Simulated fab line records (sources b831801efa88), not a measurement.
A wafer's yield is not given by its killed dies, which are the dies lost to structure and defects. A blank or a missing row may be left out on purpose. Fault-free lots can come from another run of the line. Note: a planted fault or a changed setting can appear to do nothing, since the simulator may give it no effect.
The tool behind it: which one? -- flow sky130 -- 12 lots with 36 wafers sampled at 6 steps, on a route of 708 steps

WHAT THE GAUGES SHOWED, per wafer
SKY_RES_PROTECT_TW_MEAS_08.
lot,measured,on,POLY_GATE_TW
L285,day 16 03:43,film-metro-02,4047 4046 4045
L286,day 16 09:35,film-metro-02,4019 3995 4023
L287,day 16 20:38,film-metro-02,4029 4027 4025
L289,day 17 09:58,film-metro-03,4047 4015 4040
L290,day 17 18:35,film-metro-03,4015 4003 4027
L291,day 18 03:17,film-metro-03,3998 3995 3995
L292,day 18 13:23,film-metro-01,4022 4026 4028
L293,day 18 22:14,film-metro-03,4023 4008 4004
L294,day 19 04:54,film-metro-02,4080 4066 4085
L303,day 22 14:41,film-metro-02,4051 4055 4035
L304,day 22 20:49,film-metro-01,4036 4017 4042
L305,day 23 10:02,film-metro-03,4021 3998 4014

SKY_LDD_P_OVL_MEAS_08.
lot,measured,on,LDD_P_OVL (nm)
L285,day 20 03:21,overlay-02,1.0 0.3 0.0
L286,day 21 02:06,overlay-02,-2.3 -0.3 -0.6
L287,day 21 02:52,overlay-01,0.7 -2.7 1.0
L289,day 21 13:02,overlay-02,0.2 0.2 -1.1
L290,day 21 21:51,overlay-02,0.1 1.5 -0.9
L291,day 22 04:36,overlay-01,-2.7 -1.8 -1.7
L292,day 22 12:57,overlay-02,-1.4 -1.9 -0.7
L293,day 22 21:13,overlay-01,1.0 1.4 -0.5
L294,day 23 06:08,overlay-02,0.6 -1.1 -0.4
L303,day 26 13:24,overlay-01,-0.1 0.2 -0.9
L304,day 26 17:41,overlay-02,1.4 -0.4 0.5
L305,day 27 06:48,overlay-01,1.8 0.6 1.2

SKY_LDD_HVP_OVL_MEAS_07.
lot,measured,on,LDD_HVP_OVL (nm)
L285,day 22 16:28,overlay-01,-0.1 0.6 -0.4
L286,day 23 14:22,overlay-02,0.6 1.3 -0.2
L287,day 23 14:24,overlay-01,0.8 -1.0 0.2
L289,day 24 01:06,overlay-02,3.0 2.9 1.7
L290,day 24 10:23,overlay-02,1.1 0.1 1.4
L291,day 24 16:54,overlay-01,1.2 0.6 0.9
L292,day 25 00:28,overlay-02,0.8 1.1 2.2
L293,day 25 09:32,overlay-01,0.3 -1.1 1.1
L294,day 25 17:12,overlay-01,0.6 0.4 0.6
L303,day 28 23:32,overlay-01,-0.8 0.8 -0.7
L304,day 29 03:25,overlay-01,2.3 2.1 2.6
L305,day 29 15:20,overlay-01,-0.4 1.4 -0.1

SKY_LDD_HVP_TW_MEAS_10.
lot,measured,on,LDD_HVP_TW
L285,day 22 16:49,film-metro-01,453.9 457.3 455.8
L286,day 23 14:39,film-metro-01,454.2 454.2 453.8
L287,day 23 14:41,film-metro-02,455.5 456.5 458.9
L289,day 24 01:23,film-metro-03,452.3 453.7 453.9
L290,day 24 10:40,film-metro-01,458.2 458.6 459.7
L291,day 24 17:11,film-metro-02,454.5 457.9 456.2
L292,day 25 00:45,film-metro-02,460.8 457.0 456.7
L293,day 25 09:50,film-metro-01,456.5 455.7 456.4
L294,day 25 17:29,film-metro-02,462.2 457.4 464.0
L303,day 28 23:49,film-metro-02,454.5 453.9 460.4
L304,day 29 03:43,film-metro-02,457.8 457.0 458.2
L305,day 29 15:37,film-metro-02,455.6 455.8 457.5

WHICH TOOL RAN EACH LOT (tool, then ch and the chambers of the sampled wafers, then the start)
lot,SKY_LDD_HVN_COAT_02,SKY_LDD_HVN_STRIP_09
L285,"litho-track-03 ch 0, day 20 18:43","plasma-asher-02 ch 0,1, day 21 10:07"
L286,"litho-track-02 ch 0, day 21 16:23","plasma-asher-02 ch 0,1, day 22 08:17"
L287,"litho-track-02 ch 0, day 21 17:00","plasma-asher-01 ch 0,1, day 22 08:39"
L289,"litho-track-03 ch 0, day 22 04:41","plasma-asher-01 ch 0,1, day 22 19:26"
L290,"litho-track-02 ch 0, day 22 13:30","plasma-asher-03 ch 0,1, day 23 04:41"
L291,"litho-track-02 ch 0, day 22 19:08","plasma-asher-03 ch 0,1, day 23 11:06"
L292,"litho-track-02 ch 0, day 23 03:41","plasma-asher-01 ch 0,1, day 23 19:14"
L293,"litho-track-03 ch 0, day 23 12:52","plasma-asher-02 ch 0,1, day 24 03:38"
L294,"litho-track-02 ch 0, day 23 21:38","plasma-asher-02 ch 0,1, day 24 12:05"
L303,"litho-track-02 ch 0, day 27 04:08","plasma-asher-01 ch 0,1, day 27 18:44"
L304,"litho-track-03 ch 0, day 27 08:20","plasma-asher-01 ch 0,1, day 27 23:07"
L305,"litho-track-02 ch 0, day 27 21:09","plasma-asher-03 ch 0,1, day 28 11:31"
- SKY_LDD_HVN_COAT_02: resist thk 300 nm.
- SKY_LDD_HVN_STRIP_09: strips in O2/N2.

AS READ BY THE TOOLS THEMSELVES (means over the sampled wafers that have a number; for cases with no such wafer, the mark the record gives instead)
SKY_LDD_HVN_STRIP_09.
lot,tool,chamber-pressure-mTorr (mTorr),drypump-motor-current-A (A),o2-flow-sccm (sccm),oes-product-au (a.u.),strip-time-to-endpoint-s (s)
L285,plasma-asher-02,1501.0,5.60,3000,0.408,4.151
L286,plasma-asher-02,1500.4,5.60,3010,0.408,4.137
L287,plasma-asher-01,1500.4,5.50,2999,0.408,4.124
L289,plasma-asher-01,1502.0,5.51,2989,0.408,4.136
L290,plasma-asher-03,1500.5,5.67,3011,0.409,4.135
L291,plasma-asher-03,1500.0,5.68,3008,0.411,4.149
L292,plasma-asher-01,1500.5,5.44,3005,0.389,3.598
L293,plasma-asher-02,1500.3,5.58,3004,0.404,4.157
L294,plasma-asher-02,1500.3,5.46,3001,0.362,3.056
L303,plasma-asher-01,1499.8,5.47,3005,0.409,4.147
L304,plasma-asher-01,1498.6,5.50,3015,0.407,4.156
L305,plasma-asher-03,1501.0,5.67,3003,0.407,4.131

THE ANSWER, worked out from the rows above alone
Rule: the usual values come from the lots themselves. The widest of any qualifying gaps counts: lots, ordered by their means at a reading, are off when they make up no more than a third of the lots, leave a main group of 4 or more, and stand apart from it by 3 or more times the standard deviation of that group's means. If all means in a main group match to the digits the tables above print for the reading, that group is not used. A lot without any number at a reading at which 4 lots or more have one is off too. Any other lot the step has rows for is counted as sound. First the gauges in route order, then the tools' own readings, where a lot's mean is used as printed above. The first step at which some lot is off is used, and at that step the reading that is off furthest; a lot without a number counts as furthest.
Off, at SKY_LDD_HVN_STRIP_09 on strip-time-to-endpoint-s: L292, L294. The main group: mean 4.142 s, standard deviation 0.011.
A tool fits if, at that step or a process step before it, it ran every lot that is off, and no sound lot after the first of them. No candidate that was tried fits.

WHAT THE SIMULATOR PUT IN
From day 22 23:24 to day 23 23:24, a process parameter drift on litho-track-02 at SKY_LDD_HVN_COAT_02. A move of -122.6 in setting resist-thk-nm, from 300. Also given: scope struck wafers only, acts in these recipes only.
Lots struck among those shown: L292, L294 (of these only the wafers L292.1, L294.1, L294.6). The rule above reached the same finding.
